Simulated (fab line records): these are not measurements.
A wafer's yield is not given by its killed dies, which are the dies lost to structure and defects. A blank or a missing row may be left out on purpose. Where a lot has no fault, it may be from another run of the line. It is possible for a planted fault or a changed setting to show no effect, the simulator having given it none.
Struck lot and sound lot, side by side | flow sky130 | 15 out of 708 route steps
Sound: wafers L343.2, L343.4, L343.6. Struck: wafer L349.5. (L349.3, L349.6 of the same lot were not struck and are left out.) The cause comes at the end.
Each step with rows lists, per side, the tool, then ch with its chambers, then its first start. Under that, the readings that differ: sound wafers | struck wafers | difference of the means | sigmas: that difference in standard deviations of wafers without a fault.
alike: readings with means less than 2 such deviations apart, plus words and numbers identical on both sides. not compared: withheld readings, readings lacking a value on some wafer, bounds such as >300 that could conceal the same value, and numbers that have no deviation in the record and whose values overlap.
A row with sigmas, a row that says differs or no value, or rows on one side alone: a step with any of these is where the two part. When numbers do not overlap yet have no deviation, they are printed without sigmas and do not part them. A reading missing from all wafers of one side parts the sides only when that side holds two or more wafers.

first, 1 step without rows for these wafers: SKY_METAL5_CLEAN_19 (cleans in O3/DIW).
SKY_PASSIVATION_CVD_00: deposits SiO2, target thk 90 nm.
  sound on pecvd-02 ch 1,2, day 45 16:08; struck on pecvd-03 ch 2, day 46 11:32
  reading            | sound       | struck | difference | sigmas
  heater-power-w (W) | 680 526 653 | 757    | +137       | +2
SKY_PASSIVATION_THK_MEAS_01:
  sound: film-metro-03 at day 45 16:10; struck: film-metro-02 at day 46 11:34
  alike: PASSIVATION_CVD_00_THK
SKY_PASSIVATION_CVD_02: deposits Si3N4, target thk 540 nm.
  sound on pecvd-03 ch 0,2, day 45 16:13; struck on pecvd-04 ch 2, day 46 11:37
  alike: heater-power-w
SKY_PASSIVATION_THK_MEAS_03:
  sound: film-metro-02 at day 45 16:27; struck: film-metro-04 at day 46 11:52
  alike: PASSIVATION_CVD_02_THK
then, 7 steps without rows for these wafers: SKY_PASSIVATION_DEHYDRATE_04 (time 60 s); SKY_PASSIVATION_HMDS_05 (prime time 60 s); SKY_PASSIVATION_COAT_06 (resist thk 3000 nm); SKY_PASSIVATION_SOFTBAKE_07; SKY_PASSIVATION_EXPOSE_08 (exposes mask NSM, target cd 3000 nm); SKY_PASSIVATION_PEB_09; SKY_PASSIVATION_DEVELOP_10 (develop time 60 s).
SKY_PASSIVATION_ETCH_11: etches the open film in CF4/O2, stops on AlCu, target depth 725 nm, time 161.1 s.
  sound on rie-diel-04 ch 0,1, day 46 14:00; struck on rie-diel-02 ch 2, day 47 08:34
  reading                                       | sound             | struck | difference | sigmas
  oes-product-au (a.u.)                         | 0.969 0.971 0.982 | 0.870  | -0.104     | -13
  model.etch.depth-nm (nm)                      | 694.6 700.4 711.2 | 576.3  | -125.8     |
  model.PASSIVATION.feature-depth-nm (nm)       | 694.6 700.4 711.2 | 576.3  | -125.8     |
  model.coat_of_PASSIVATION_COAT_06.thk-nm (nm) | 2502 2544 2532    | 2624   | +98        |
  alike: O2_flow_sccm, bias-w, drypump-motor-current-A, throttle-valve-pct
  not compared: rf-hours-counter-h
SKY_PASSIVATION_STRIP_12: strips in O2/N2.
  sound on plasma-asher-01 ch 0, day 46 14:06; struck on plasma-asher-04 ch 1, day 47 08:43
  reading                      | sound             | struck | difference | sigmas
  drypump-motor-current-A (A)  | 5.91 5.92 5.92    | 5.79   | -0.13      | -2
  strip-time-to-endpoint-s (s) | 31.35 31.84 31.70 | 32.76  | +1.13      | +6
  alike: oes-product-au
  not compared: rf-hours-counter-h
then, 1 step without rows for these wafers: SKY_PAD_OPEN_DEHYDRATE_00 (time 60 s).

WHERE THEY PART
Last at SKY_PASSIVATION_STRIP_12 as far as this record goes, first at SKY_PASSIVATION_CVD_00.

WHY: what had been put in by the simulator
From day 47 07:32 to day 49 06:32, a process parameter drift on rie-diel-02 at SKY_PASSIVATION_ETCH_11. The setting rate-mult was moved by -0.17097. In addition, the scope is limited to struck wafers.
